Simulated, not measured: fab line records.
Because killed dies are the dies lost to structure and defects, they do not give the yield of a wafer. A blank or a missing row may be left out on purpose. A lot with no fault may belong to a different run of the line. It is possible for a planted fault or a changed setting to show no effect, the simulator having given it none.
fab line records | flow gf180mcu
[record] lots = 7 wafers = 21 lastDay = 33
route steps=602 shown M3@421 V3@429 M4@456 PASSIVATION@602
lots that met no fault: from a run of the same line without faults
startH: hours from the record's opening day to when the first of the lot's shown wafers began | waitH: time in hours since the lot's previous step | " unchanged from the row above | L1.1+2: a row that stands for several wafers | - value missing, or start not given | * or withheld: withheld | < > ~ a bound
route shown NAME@n: names a module that has steps shown in the file, with the first one's number in the route | usual: mean and standard deviation over wafers with no fault | same: alike in all rows | chamber/n: place in a boat | sites: per-site readings | _std_site: standard deviation of those values | _edge_site: outer sites' mean less inner sites' | radiusMm: for every site, how far away it sits from the centre of the wafer | mask NAME#n: copy n | behind: tool/chamber where the wafer was last shaped | hold: the reason the lot was held/the length of the hold in hours/how it ended | device: which transistor (n, p or np) failed to switch | end of line: at the end of the route, the tests of the same wafers | a step given without rows: its recipe and nothing more | killed: at the first sort, the dies lost to defects and structure; wafer yield is something else | map: the dies of a wafer, with x for killed, . for not killed, _ for no die there
set.NAME: the setting as run; set.NAME@STEP: as run at that earlier step | model.NAME: the simulator's own value behind a step, which no gauge read
certain route steps with their lots: each step a table, each wafer a row
services: a tool's chamber out of use, with start hour (startH, from the record's first day; less than 0 if before it), hours out, and reason
[[steps]]
[step GF_M3_PEB_12]
[recipe] pebTempC = 135 pebTimeS = 90 resist = KrF
[step GF_M3_DEVELOP_13]
[recipe] developTimeS = 60 devTempC = 21
[step GF_M3_CD_MEAS_14]
[recipe] targetCdNm = 280
[usual] cdNm = 280.3/1.5
// columns lot.wafer tool chamber startH waitH cdNm
L431.1 cdSem-01 - 482.33 0.1 280.8
L431.2 " - " " 279.4
L431.3 " - " " 280.3
L432.1 cdSem-02 - 497.35 0.1 282.4
L432.4 " - " " 281.9
L432.5 " - " " 280.4
L445.2 cdSem-01 - 611.97 0.1 281.8
L445.5 " - " " 280.5
L445.6 " - " " 279.5
L446.1 cdSem-02 - 618.34 0.1 279.7
L446.3 " - " " 280.2
L446.6 " - " " 279.6
L447.1 cdSem-02 - 622.69 0.1 281.2
L447.5 " - " " 280.0
L447.6 " - " " 280.3
L449.1 cdSem-02 - 641.49 0.1 279.6
L449.5 " - " " 280.2
L449.6 " - " " 280.9
L450.2 cdSem-02 - 646.85 0.1 276.8
L450.4 " - " " 276.7
L450.6 " - " " 275.6
[step GF_M3_OVL_MEAS_15]
[usual] M3_OVL = 4/4.7
// columns lot.wafer tool chamber startH waitH M3_OVL[nm]
L431.1 overlay-01 - 482.45 0.1 11
L431.2 " - " " 6
L431.3 " - " " 5
L432.1 overlay-02 - 497.47 0.1 4
L432.4 " - " " 6
L432.5 " - " " 4
L445.2 overlay-01 - 612.07 0.1 -1
L445.5 " - " " 7
L445.6 " - " " 0
L446.1 overlay-01 - 618.46 0.1 9
L446.3 " - " " 10
L446.6 " - " " 6
L447.1 overlay-02 - 622.81 0.1 3
L447.5 " - " " 6
L447.6 " - " " -2
L449.1 overlay-01 - 641.61 0.1 7
L449.5 " - " " 10
L449.6 " - " " 14
L450.2 overlay-02 - 646.96 0.1 4
L450.4 " - " " 7
L450.6 " - " " -2
[step GF_M3_METAL_ETCH_16]
[recipe] chemistry = Cl2/BCl3 maskMaterial = KrF targetDepthNm = 627.5 stopOn = SiO2 pressureMtorr = 8 icpW = 800 biasW = 140 Cl2_flow_sccm = 80 bcl3FlowSccm = 40 timeS = 104.6
[step GF_M3_STRIP_17]
[recipe] chemistry = O2/N2 powerW = 1400 pressureMtorr = 1500 platenTempC = 250 o2FlowSccm = 3000 n2FlowSccm = 300 overashFraction = 0.5
[usual] drypumpMotorCurrentA = 5.9/0.53 heaterPowerW = 325/29 o2FlowSccm = 3000/8.5 oesProductAu = 0.556/0.0052 platenTempC = 249.99/0.18 stripTimeToEndpointS = 7.85/0.044
// columns lot.wafer tool chamber startH waitH drypumpMotorCurrentA heaterPowerW o2FlowSccm oesProductAu platenTempC rfHoursCounterH stripTimeToEndpointS
L431.1 plasmaAsher-04 0 482.60 0.1 6.7 294 2999 0.553 250.06 5 7.81
L431.2 " 1 " " 5.4 356 3004 0.561 250.12 5 7.90
L431.3 " 1 " " 5.4 349 2997 0.556 249.97 - 7.78
L432.1 plasmaAsher-03 1 497.62 0.1 6.2 364 2998 0.556 250.11 90 7.90
L432.4 " 1 " " 6.2 351 3008 0.565 250.17 - 8.00
L432.5 " 0 " " 5.1 290 3001 0.564 250.06 - 7.87
L445.2 plasmaAsher-04 0 612.33 0.1 6.6 300 3004 0.552 249.94 19 7.86
L445.5 " 1 " " 5.4 359 3003 0.550 250.12 - 7.81
L445.6 " 0 " " 6.7 291 3001 0.555 249.82 - 7.85
L446.1 plasmaAsher-03 0 618.61 0.1 5.1 286 2997 0.562 250.10 103 7.86
L446.3 " 1 " " 6.2 347 2997 0.561 250.33 - 7.91
L446.6 " 0 " " 5.1 283 2994 0.556 250.09 - 7.86
L447.1 plasmaAsher-02 1 622.96 0.1 5.9 328 3000 0.556 250.18 53 7.88
L447.5 " 0 " " 6.2 352 2988 0.561 250.01 - 7.85
L447.6 " 1 " " 5.9 325 3003 0.558 250.10 - 7.81
L449.1 plasmaAsher-03 1 641.76 0.1 6.2 345 3011 0.553 250.14 106 7.85
L449.5 " 0 " " 5.1 280 3007 0.558 249.84 - 7.82
L449.6 " 1 " " 6.2 363 3001 0.559 250.06 - 7.80
L450.2 plasmaAsher-03 1 647.10 0.1 6.2 351 3004 0.543 250.01 106 7.82
L450.4 " 1 " " 6.2 351 3000 0.561 250.02 - 7.87
L450.6 " 1 " " 6.2 357 3012 0.555 250.04 - 7.88
[step GF_M3_STRIP_18]
[recipe] chemistry = postEtchResidueRemover timeS = 1200 tempC = 72.5
[step GF_M3_CLEAN_19]
[recipe] chemistry = DIW dry = n2Spin
[step GF_V3_CVD_00]
[recipe] material = SiO2 targetThkNm = 600 sigmaOpenFrac = 0.3 tempC = 400 timeS = 100 sih4FlowSccm = 58.38 pressureMtorr = 6
[step GF_V3_THK_MEAS_01]
[recipe] reads = SiO2_of_V3_CVD_00
[usual] V3_CVD_00_THK = 584/5.7
// columns lot.wafer tool chamber startH waitH V3_CVD_00_THK[nm]
L431.1 filmMetro-03 - 483.21 0.0 590
L431.2 " - " " 579
L431.3 " - " " 577
L432.1 filmMetro-03 - 498.22 0.0 579
L432.4 " - " " 584
L432.5 " - " " 588
L445.2 filmMetro-02 - 613.04 0.0 594
L445.5 " - " " 582
L445.6 " - " " 584
L446.1 filmMetro-01 - 619.55 0.0 582
L446.3 " - " " 577
L446.6 " - " " 589
L447.1 filmMetro-03 - 623.67 0.0 575
L447.5 " - " " 576
L447.6 " - " " 581
L449.1 filmMetro-01 - 642.77 0.0 584
L449.5 " - " " 587
L449.6 " - " " 587
L450.2 filmMetro-01 - 647.75 0.0 588
L450.4 " - " " 588
L450.6 " - " " 580
[step GF_V3_CVD_02]
[recipe] material = SiO2 targetThkNm = 850 precursor = TEOS tempC = 400 timeS = 94.851 rfW = 600
[step GF_V3_THK_MEAS_03]
[recipe] reads = SiO2_of_V3_CVD_02
[usual] V3_CVD_02_THK = 851/12
// columns lot.wafer tool chamber startH waitH V3_CVD_02_THK[nm]
L431.1 filmMetro-02 - 483.34 0.0 855
L431.2 " - " " 846
L431.3 " - " " 848
L432.1 filmMetro-01 - 498.35 0.0 839
L432.4 " - " " 860
L432.5 " - " " 858
L445.2 filmMetro-02 - 613.16 0.0 840
L445.5 " - " " 849
L445.6 " - " " 851
L446.1 filmMetro-02 - 619.68 0.0 849
L446.3 " - " " 832
L446.6 " - " " 841
L447.1 filmMetro-01 - 623.80 0.0 840
L447.5 " - " " 842
L447.6 " - " " 849
L449.1 filmMetro-02 - 642.90 0.0 851
L449.5 " - " " 868
L449.6 " - " " 870
L450.2 filmMetro-02 - 647.88 0.0 840
L450.4 " - " " 881
L450.6 " - " " 859
[step GF_V3_CMP_04]
[recipe] material = SiO2 downForcePsi = 4 platenRpm = 60 padVelocityMS = 0.94248
[usual] edgeZonePressureFrac = 1.000/0.005 motorCurrentA = 11.9/1 timeToEndpointS = 79/5.8
// columns lot.wafer tool chamber startH waitH edgeZonePressureFrac motorCurrentA timeToEndpointS model.SiO2_of_V3_CVD_02.thkNm
L431.1 cmp-01 2 483.40 0.1 1.006 11.2 86 634.3
L431.3 " 3 " " 0.999 12.5 83 634.1
L431.2 " 1 " " 1.002 11.9 75 632.1
L432.1 cmp-02 0 498.41 0.1 0.998 13.0 78 631.7
L432.4 " 1 " " 0.993 12.8 78 629.5
L432.5 " 0 " " 1.000 13.6 82 632.4
L445.2 cmp-01 3 613.21 0.0 0.998 12.9 78 633.9
L445.5 " 3 " " 0.999 13.6 84 634.8
L445.6 " 0 " " 1.011 11.7 23 792.3
L446.1 cmp-01 2 619.74 0.1 0.995 11.5 80 632.4
L446.3 " 0 " " 0.993 11.2 13 789.9
L446.6 " 2 " " 0.999 11.3 74 631.4
L447.1 cmp-01 1 623.91 0.1 1.011 12.6 66 631.6
L447.6 " 0 " " 1.009 11.5 20 791.1
L447.5 " 1 " " 1.007 12.0 68 631.7
L449.1 cmp-02 3 643.11 0.2 1.007 10.8 73 630.7
L449.5 " 0 " " 0.999 12.9 84 633.9
L449.6 " 1 " " 0.997 12.7 78 632.4
L450.2 cmp-02 2 647.93 0.0 1.005 9.9 77 632.8
L450.4 " 0 " " 1.001 12.5 91 633.1
L450.6 " 3 " " 1.004 11.1 77 631.2
[step GF_V3_BOW_MEAS_05]
[recipe] mode = bow
[usual] V3_BOW = 115/9
// columns lot.wafer tool chamber startH waitH V3_BOW[um]
L431.1 filmMetro-01 - 483.70 0.2 125
L431.2 " - " " 136
L431.3 " - " " 138
L432.1 filmMetro-01 - 498.71 0.2 101
L432.4 " - " " 116
L432.5 " - " " 103
L445.2 filmMetro-02 - 613.53 0.3 97
L445.5 " - " " 118
L445.6 " - " " 123
L446.1 filmMetro-02 - 620.04 0.2 119
L446.3 " - " " 120
L446.6 " - " " 107
L447.1 filmMetro-02 - 624.16 0.2 104
L447.5 " - " " 117
L447.6 " - " " 119
L449.1 filmMetro-02 - 643.26 0.1 125
L449.5 " - " " 113
L449.6 " - " " 118
L450.2 filmMetro-03 - 648.25 0.3 115
L450.4 " - " " 125
L450.6 " - " " 134
[step GF_V3_DEHYDRATE_06]
[recipe] tempC = 200 timeS = 60
[step GF_V3_HMDS_07]
[recipe] primeTimeS = 60 primeTempC = 120
[step GF_V3_COAT_08]
[recipe] resist = BARC tempC = withheld timeS = withheld spinRpm = withheld resistThkNm = withheld
[step GF_V3_COAT_09]
[recipe] resist = KrF spinRpm = withheld resistThkNm = 1000
[step GF_V3_SOFTBAKE_10]
[recipe] tempC = 130 timeS = 60 resist = KrF
[step GF_V3_EXPOSE_11]
[recipe] maskId = Via3 targetCdNm = 260 na = 0.68 sourceShape = conventional sigmaOuter = 0.6 doseMj = 38
[step GF_V3_PEB_12]
[recipe] pebTempC = 135 pebTimeS = 90 resist = KrF
[step GF_V3_DEVELOP_13]
[recipe] developTimeS = 60 resist = KrF devTempC = 21
[step GF_V3_CD_MEAS_14]
[recipe] targetCdNm = 260
[usual] cdNm = 259.9/1.3
// columns lot.wafer tool chamber startH waitH cdNm
L431.1 cdSem-02 - 507.58 0.1 258.4
L431.2 " - " " 260.6
L431.3 " - " " 260.7
L432.1 cdSem-01 - 522.37 0.1 260.2
L432.4 " - " " 260.4
L432.5 " - " " 261.3
L445.2 cdSem-01 - 634.51 0.1 259.0
L445.5 " - " " 258.7
L445.6 " - " " 258.5
L446.1 cdSem-02 - 640.19 0.1 258.5
L446.3 " - " " 257.5
L446.6 " - " " 258.4
L447.1 cdSem-02 - 643.84 0.1 260.4
L447.5 " - " " 260.1
L447.6 " - " " 259.4
L449.1 cdSem-01 - 662.88 0.1 259.7
L449.5 " - " " 261.0
L449.6 " - " " 260.2
L450.2 cdSem-02 - 668.00 0.1 259.5
L450.4 " - " " 260.7
L450.6 " - " " 260.1
[step GF_V3_OVL_MEAS_15]
[usual] V3_OVL = -2/4.5
// columns lot.wafer tool chamber startH waitH V3_OVL[nm]
L431.1 overlay-01 - 507.70 0.1 -2
L431.2 " - " " -6
L431.3 " - " " -7
L432.1 overlay-02 - 522.49 0.1 -8
L432.4 " - " " -6
L432.5 " - " " -12
L445.2 overlay-01 - 634.61 0.1 -5
L445.5 " - " " -8
L445.6 " - " " -7
L446.1 overlay-02 - 640.31 0.1 -2
L446.3 " - " " 4
L446.6 " - " " 0
L447.1 overlay-01 - 643.96 0.1 1
L447.5 " - " " 2
L447.6 " - " " 2
L449.1 overlay-02 - 663.00 0.1 6
L449.5 " - " " 1
L449.6 " - " " 3
L450.2 overlay-02 - 668.11 0.1 -1
L450.4 " - " " -5
L450.6 " - " " -6
[step GF_V3_ETCH_16]
[recipe] chemistry = N2/H2 targetDepthA = withheld overetchA = withheld timeS = withheld target = BARC ionEnergyEv = 200 sourceW = 500 biasW = 100 pressureMtorr = 30 n2FlowSccm = 100 h2FlowSccm = 200
[usual] drypumpMotorCurrentA = 5.7/0.56 oesProductAu = 0.855/0.0046 rfFwdPowerW = 494.4/1.9 throttleValvePct = 13.224/0.008
// columns lot.wafer tool chamber startH waitH drypumpMotorCurrentA oesProductAu rfFwdPowerW throttleValvePct
L431.1 rieDiel-04 2 507.74 0.0 5.5 0.847 495.3 13.226
L431.2 " 3 " " 5.5 0.861 494.6 13.232
L431.3 " 2 " " 5.5 0.853 491.9 13.231
L432.1 rieDiel-01 3 522.52 0.0 6.4 0.854 494.1 13.215
L432.4 " 2 " " 6.3 0.853 493.9 13.225
L432.5 " 3 " " 6.4 0.852 494.4 13.223
L445.2 rieDiel-04 1 634.64 0.0 5.5 0.860 496.7 13.221
L445.5 " 1 " " 5.6 0.853 496.0 13.231
L445.6 " 2 " " 5.5 0.854 493.9 13.234
L446.1 rieDiel-02 3 640.34 0.0 6.0 0.855 494.7 13.217
L446.3 " 1 " " 5.0 0.851 498.5 13.221
L446.6 " 0 " " 5.3 0.853 495.0 13.218
L447.1 rieDiel-01 0 643.99 0.0 4.9 0.857 491.2 13.216
L447.5 " 2 " " 6.2 0.855 494.4 13.227
L447.6 " 0 " " 4.9 0.850 492.4 13.218
L449.1 rieDiel-02 3 663.04 0.0 6.0 0.848 494.2 13.222
L449.5 " 3 " " 6.0 0.856 495.5 13.229
L449.6 " 2 " " 5.8 0.853 493.0 13.231
L450.2 rieDiel-02 2 668.14 0.0 5.8 0.856 491.3 13.226
L450.4 " 0 " " 5.3 0.852 493.1 13.227
L450.6 " 3 " " 6.0 0.853 496.4 13.245
[step GF_V3_ETCH_17]
[recipe] chemistry = C4F8/O2/Ar maskMaterial = KrF target = SiO2 stopOn = TiN sourceW = 1500 biasW = 1200 pressureMtorr = 40 c4f8FlowSccm = withheld O2_flow_sccm = 6 Ar_flow_sccm = 300 timeS = withheld targetDepthA = 6350
[usual] oesProductAu = 0.856/0.0047 rfFwdPowerW = 1492/4.3
// columns lot.wafer tool chamber startH waitH oesProductAu rfFwdPowerW model.V3.featureDepthNm model.etch.depthNm
L431.1 rieDiel-04 2 - - 0.857 1496 634.3 634.3
L431.2 " 3 " " 0.855 1498 632.1 632.1
L431.3 " 2 " " 0.866 1498 634.1 634.1
L432.1 rieDiel-01 3 - - 0.851 1496 631.7 631.7
L432.4 " 2 " " 0.857 1493 629.5 629.5
L432.5 " 3 " " 0.853 1493 632.4 632.4
L445.2 rieDiel-04 1 - - 0.857 1497 633.9 633.9
L445.5 " 1 " " 0.865 1498 634.8 634.8
L445.6 " 2 " " 0.975 1496 792.3 792.3
L446.1 rieDiel-02 3 - - 0.855 1491 632.4 632.4
L446.3 " 1 " " 0.965 1494 789.9 789.9
L446.6 " 0 " " 0.849 1488 631.4 631.4
L447.1 rieDiel-01 0 - - 0.855 1490 631.6 631.6
L447.5 " 2 " " 0.857 1490 631.7 631.7
L447.6 " 0 " " 0.976 1482 791.1 791.1
L449.1 rieDiel-02 3 - - 0.852 1494 630.7 630.7
L449.5 " 3 " " 0.859 1495 633.9 633.9
L449.6 " 2 " " 0.853 1488 632.4 632.4
L450.2 rieDiel-02 2 - - 0.850 1493 632.8 632.8
L450.4 " 0 " " 0.859 1495 633.1 633.1
L450.6 " 3 " " 0.855 1492 631.2 631.2
[step GF_V3_STRIP_18]
[recipe] chemistry = O2/N2 powerW = 1400 pressureMtorr = 1500 platenTempC = 250 o2FlowSccm = 3000 n2FlowSccm = 300 overashFraction = 0.5
[step GF_V3_STRIP_19]
[recipe] chemistry = postEtchResidueRemover timeS = 1200 tempC = 72.5
[step GF_V3_CLEAN_20]
[recipe] chemistry = DIW dry = n2Spin
[step GF_V3_SPUTTER_21]
[recipe] material = Ti targetThkNm = 15 chamberPressurePa = 5 powerW = 2500 substrateTempC = 200 timeS = 80.02
[step GF_V3_SPUTTER_22]
[recipe] material = TiN targetThkNm = 10 chamberPressurePa = 5 powerW = 4000 timeS = 40
[usual] throttleValvePct = 30.2/0.99
// columns lot.wafer tool chamber startH waitH throttleValvePct
L431.1 pvdSputter-03 - 508.53 0.0 29.7
L431.2 " - " " 29.2
L431.3 " - " " 29.9
L432.1 pvdSputter-03 - 523.25 0.0 31.7
L432.4 " - " " 29.0
L432.5 " - " " 31.2
L445.2 pvdSputter-03 - 635.46 0.0 29.6
L445.5 " - " " 29.4
L445.6 " - " " 29.6
L446.1 pvdSputter-02 - 641.18 0.0 30.4
L446.3 " - " " 29.9
L446.6 " - " " 30.6
L447.1 pvdSputter-03 - 644.89 0.0 29.1
L447.5 " - " " 29.9
L447.6 " - " " 29.1
L449.1 pvdSputter-03 - 663.76 0.0 29.1
L449.5 " - " " 29.2
L449.6 " - " " 31.8
L450.2 pvdSputter-02 - 668.87 0.0 29.6
L450.4 " - " " 29.8
L450.6 " - " " 30.6
[step GF_V3_CVD_23]
[recipe] material = W targetThkNm = 350 timeS = 104.9 tempC = 397.4 pressureTorr = 40
[usual] heaterPowerW = 846/90
// columns lot.wafer tool chamber startH waitH heaterPowerW
L431.1 cvdW-01 0 508.57 0.0 878
L431.2 " 0 " " 859
L431.3 " 0 " " 861
L432.1 cvdW-01 0 523.29 0.0 858
L432.4 " 0 " " 858
L432.5 " 1 " " 712
L445.2 cvdW-01 0 635.50 0.0 875
L445.5 " 1 " " 724
L445.6 " 0 " " 866
L446.1 cvdW-01 0 641.22 0.0 866
L446.3 " 0 " " 875
L446.6 " 1 " " 716
L447.1 cvdW-01 1 644.93 0.0 728
L447.5 " 1 " " 710
L447.6 " 0 " " 869
L449.1 cvdW-02 1 663.80 0.0 858
L449.5 " 1 " " 858
L449.6 " 0 " " 950
L450.2 cvdW-01 1 668.91 0.0 735
L450.4 " 0 " " 881
L450.6 " 1 " " 709
[step GF_V3_RS_MEAS_24]
[recipe] thkMeasGauge = four-point-probe reads = W_of_V3_CVD_23+TiN_of_V3_SPUTTER_22+Ti_of_V3_SPUTTER_21
[usual] V3_W_RS = 0.344/0.0052
// columns lot.wafer tool chamber startH waitH V3_W_RS[ohm/sq]
L431.1 filmMetro-01 - 508.79 0.2 0.340
L431.2 " - " " 0.341
L431.3 " - " " 0.341
L432.1 filmMetro-03 - 523.40 0.1 0.342
L432.4 " - " " 0.343
L432.5 " - " " 0.346
L445.2 filmMetro-01 - 635.63 0.1 0.339
L445.5 " - " " 0.344
L445.6 " - " " 0.338
L446.1 filmMetro-02 - 641.33 0.1 0.341
L446.3 " - " " 0.338
L446.6 " - " " 0.350
L447.1 filmMetro-02 - 645.04 0.1 0.356
L447.5 " - " " 0.353
L447.6 " - " " 0.344
L449.1 filmMetro-02 - 663.91 0.1 0.338
L449.5 " - " " 0.339
L449.6 " - " " 0.339
L450.2 filmMetro-01 - 669.04 0.1 0.353
L450.4 " - " " 0.342
L450.6 " - " " 0.354
[step GF_V3_THK_MEAS_25]
[recipe] thkMeasGauge = xrf reads = W_of_V3_CVD_23
[usual] V3_W_THK = 332/6.1
// columns lot.wafer tool chamber startH waitH V3_W_THK[nm]
L431.1 filmMetro-01 - 508.91 0.1 331
L431.2 " - " " 331
L431.3 " - " " 331
L432.1 filmMetro-03 - 523.52 0.1 337
L432.4 " - " " 339
L432.5 " - " " 332
L445.2 filmMetro-01 - 635.74 0.1 335
L445.5 " - " " 329
L445.6 " - " " 337
L446.1 filmMetro-02 - 641.45 0.1 339
L446.3 " - " " 345
L446.6 " - " " 331
L447.1 filmMetro-02 - 645.16 0.1 328
L447.5 " - " " 328
L447.6 " - " " 337
L449.1 filmMetro-02 - 664.03 0.1 339
L449.5 " - " " 339
L449.6 " - " " 340
L450.2 filmMetro-01 - 669.15 0.1 319
L450.4 " - " " 331
L450.6 " - " " 318
[step GF_V3_CMP_26]
[recipe] stopOn = SiO2 downForcePsi = 3.5 platenRpm = 60 tOverpolishS = 15 targetThkNm = 0 padVelocityMS = 0.94248
[usual] edgeZonePressureFrac = 1.000/0.0048 motorCurrentA = 10.9/0.92
// columns lot.wafer tool chamber startH waitH edgeZonePressureFrac motorCurrentA model.SiO2_of_V3_CVD_02.thkNm
L431.3 cmp-01 2 509.15 0.2 0.997 10.6 630.3
L431.1 " 0 " " 1.009 10.8 630.5
L431.2 " 1 " " 1.003 11.4 628.3
L432.1 cmp-02 2 523.68 0.1 0.997 9.1 627.9
L432.4 " 3 " " 1.010 9.5 625.7
L432.5 " 0 " " 1.003 12.1 628.7
L445.2 cmp-02 3 635.94 0.2 1.006 9.8 630.1
L445.5 " 0 " " 1.004 11.5 631
L445.6 " 1 " " 1.000 11.6 788.5
L446.3 cmp-02 1 641.51 0.0 1.002 11.2 786.1
L446.1 " 0 " " 1.000 11.5 628.6
L446.6 " 2 " " 0.998 9.9 627.6
L447.1 cmp-02 2 645.32 0.1 1.011 9.3 627.8
L447.5 " 0 " " 0.999 12.0 627.9
L447.6 " 1 " " 1.001 11.1 787.3
L449.1 cmp-01 0 664.24 0.2 0.998 10.4 626.9
L449.5 " 1 " " 1.001 11.7 630.1
L449.6 " 2 " " 1.002 10.5 628.6
L450.4 cmp-01 3 669.30 0.1 0.993 11.9 629.3
L450.2 " 0 " " 0.995 10.2 629
L450.6 " 1 " " 0.994 11.4 627.4
[step GF_M4_SPUTTER_00]
[recipe] material = Ti targetThkNm = 37.5 arrivingIonEnergyEv = 80 substrateTempC = 200 chamberPressurePa = 2 powerW = 4000 timeS = 150
[usual] throttleValvePct = 30.2/1
// columns lot.wafer tool chamber startH waitH throttleValvePct
L431.1 pvdSputter-02 - 509.45 0.1 29.5
L431.2 " - " " 29.7
L431.3 " - " " 30.8
L432.1 pvdSputter-02 - 523.88 0.1 28.9
L432.4 " - " " 29.7
L432.5 " - " " 30.6
L445.2 pvdSputter-04 - 636.09 0.1 30.9
L445.5 " - " " 29.5
L445.6 " - " " 29.5
L446.1 pvdSputter-02 - 641.81 0.1 30.5
L446.3 " - " " 29.7
L446.6 " - " " 29.6
L447.1 pvdSputter-01 - 645.52 0.1 32.3
L447.5 " - " " 29.8
L447.6 " - " " 32.7
L449.1 pvdSputter-01 - 664.39 0.1 30.1
L449.5 " - " " 30.1
L449.6 " - " " 31.5
L450.2 pvdSputter-04 - 669.50 0.1 31.0
L450.4 " - " " 30.8
L450.6 " - " " 29.2
[step GF_PASSIVATION_PROBE_99]
// columns lot.wafer tool chamber startH waitH model.etest.via3Chain.rcOhm model.etest.met4Comb.leakLog10AUm
L431.1 prober-02 - 668.25 0.1 6.393 -12.13
L431.2 prober-02 - 668.30 0.1 6.298 -12.04
L431.3 prober-02 - 668.35 0.2 6.526 -11.97
L432.1 prober-01 - 680.31 0.1 5.94 -11.98
L432.4 prober-01 - 680.46 0.2 6.399 -11.8
L432.5 prober-01 - 680.51 0.2 6.325 -11.87
L445.2 prober-02 - 773.49 0.1 6.139 -11.91
L445.5 prober-02 - 773.64 0.2 6.433 -12.27
L445.6 prober-02 - 773.69 0.2 8.547 -11.33
L446.1 prober-01 - 777.00 0.1 6.337 -11.97
L446.3 prober-01 - 777.10 0.2 9.566 -9.594
L446.6 prober-01 - 777.25 0.2 6.082 -12.14
L447.1 prober-02 - 780.00 0.1 6.329 -11.9
L447.5 prober-02 - 780.20 0.2 6.286 -11.87
L447.6 prober-02 - 780.25 0.2 10.39 -11.08
L449.1 prober-02 - 796.04 0.1 6.153 -12.18
L449.5 prober-02 - 796.24 0.2 6.478 -12.09
L449.6 prober-02 - 796.29 0.2 6.377 -11.82
L450.2 prober-01 - 798.84 0.1 6.584 -11.83
L450.4 prober-01 - 798.94 0.2 6.524 -11.89
L450.6 prober-01 - 799.04 0.2 6.383 -11.75
// killed by level:class
L431.1 V1:geometricParticle:open=8 V2:geometricParticle:open=7 V5:geometricParticle:open=5 STI:geometricParticle:open=4 V3:geometricParticle:open=4 V4:geometricParticle:short=4 CONTACT:geometricParticle:open=3 M1:geometricParticle:short=3
L431.2 V2:geometricParticle:open=8 V1:geometricParticle:open=7 STI:geometricParticle:short=4 CONTACT:geometricParticle:open=4 V1:geometricParticle:short=3 V3:geometricParticle:open=3 V4:geometricParticle:open=3 POLY_GATE:geometricParticle:short=2
L431.3 V1:geometricParticle:open=9 V4:geometricParticle:open=4 V5:geometricParticle:short=4 CONTACT:geometricParticle:open=3 V2:geometricParticle:open=3 M4:geometricParticle:short=3 M5:geometricParticle:short=3 STI:geometricParticle:short=2
L432.1 V2:geometricParticle:open=7 STI:geometricParticle:short=4 V3:geometricParticle:short=4 STI:geometricParticle:open=3 V1:geometricParticle:open=3 V5:geometricParticle:open=3 CONTACT:geometricParticle:short=2 CONTACT:geometricParticle:open=2
L432.4 POLY_GATE:geometricParticle:open=4 V2:geometricParticle:open=4 CONTACT:geometricParticle:open=3 V1:geometricParticle:short=3 M3:geometricParticle:short=3 M5:geometricParticle:short=3 V5:geometricParticle:open=3 STI:geometricParticle:open=2
L432.5 CONTACT:geometricParticle:open=7 V2:geometricParticle:open=5 V3:geometricParticle:open=5 V5:geometricParticle:open=4 V4:geometricParticle:open=4 STI:geometricParticle:open=3 V3:geometricParticle:short=3 STI:geometricParticle:short=2
L449.1 V1:geometricParticle:open=5 V3:geometricParticle:open=5 CONTACT:geometricParticle:short=4 STI:geometricParticle:open=3 CONTACT:geometricParticle:open=3 M1:geometricParticle:short=3 V2:geometricParticle:open=3 V5:geometricParticle:open=3
L449.5 V3:geometricParticle:open=5 V5:geometricParticle:open=5 CONTACT:geometricParticle:short=3 V2:geometricParticle:open=3 V1:geometricParticle:open=2 M2:geometricParticle:short=2 M3:geometricParticle:short=2 V3:geometricParticle:short=2
L449.6 V3:geometricParticle:open=10 V4:geometricParticle:open=5 CONTACT:geometricParticle:open=4 V5:geometricParticle:open=3 STI:geometricParticle:open=2 M1:geometricParticle:short=2 M5:geometricParticle:short=2 V2:geometricParticle:open=2
L450.2 CONTACT:geometricParticle:open=7 V3:geometricParticle:open=6 M2:geometricParticle:short=3 V2:geometricParticle:short=3 V3:geometricParticle:short=3 V1:geometricParticle:open=2 V5:geometricParticle:open=2 V5:geometricParticle:short=2
L450.4 CONTACT:geometricParticle:open=3 V1:geometricParticle:open=3 V4:geometricParticle:open=3 V3:geometricParticle:open=3 STI:geometricParticle:open=2 STI:geometricParticle:short=2 M2:geometricParticle:short=2 M5:geometricParticle:short=2
L450.6 CONTACT:geometricParticle:open=9 V1:geometricParticle:open=5 V5:geometricParticle:open=5 STI:geometricParticle:open=4 V3:geometricParticle:short=4 V3:geometricParticle:open=4 V2:geometricParticle:short=3 M3:geometricParticle:short=3
[[services]]
// columns tool chamber startH hours kind
rieDiel-04 2 462.06 29.4 repair
cmp-02 - 463.01 13.7 repair
cmp-02 - 468.51 0.4 repair
rieDiel-02 0 475.32 2.9 repair
rieDiel-04 1 477.87 45.8 repair
cvdW-01 1 499.09 18.2 repair
rieDiel-04 0 502.30 14.4 repair
cmp-02 - 507.28 9.1 repair
plasmaAsher-03 - 508.65 1.4 repair
rieDiel-04 3 515.71 3.5 repair
rieDiel-04 0 518.91 9.4 repair
rieDiel-01 3 531.99 3.9 repair
rieDiel-04 2 546.57 6.4 repair
rieDiel-01 1 554.57 8.3 repair
rieDiel-02 0 560.25 5.1 repair
rieDiel-02 1 571.56 2.8 repair
cmp-02 - 572.55 4.0 pm
cmp-01 - 579.75 1.1 repair
cmp-02 - 580.83 12.1 pm
cmp-01 - 642.06 2.1 repair
rieDiel-02 0 642.35 2.6 repair
cvdW-01 - 647.93 2.8 pm
cvdW-01 - 651.03 0.9 repair
cvdW-01 - 652.56 0.5 repair
[[key]]
[firstSign] step = GF_V3_CMP_04 reading = timeToEndpointS direction = down sigmas = 10 usual = * struck = *
[effect] step = GF_V3_ETCH_17 reading = oesProductAu direction = up sigmas = 25 usual = 0.856 struck = 0.972
[modelEffect] step = GF_V3_CMP_04 value = SiO2_of_V3_CVD_02.thkNm without = 633 struck = 791.1
[modelEffect] step = GF_V3_ETCH_17 value = V3.featureDepthNm without = 633 struck = 791.1
[modelEffect] step = GF_V3_CMP_26 value = SiO2_of_V3_CVD_02.thkNm without = 629.2 struck = 787.3
[modelEffect] step = GF_PASSIVATION_PROBE_99 value = etest.via3Chain.rcOhm without = 6.467 struck = 9.501
metAt GF_V3_CMP_04
struckWafers L445.6,L446.3,L447.6
sortLeftOut L445.6,L446.3,L447.6
[fault] kind = processParameterDrift tool = cmp-01 chamber = 0 onsetH = 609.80 steps = GF_V3_CMP_04 channel = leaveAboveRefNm offset = 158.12 shape = step endH = 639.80 actsIn = theseRecipesOnly stated = 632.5
// sortLeftOut: the simulated sort isn't trusted on such a fault, so these wafers' sort isn't shown, and their yield isn't known
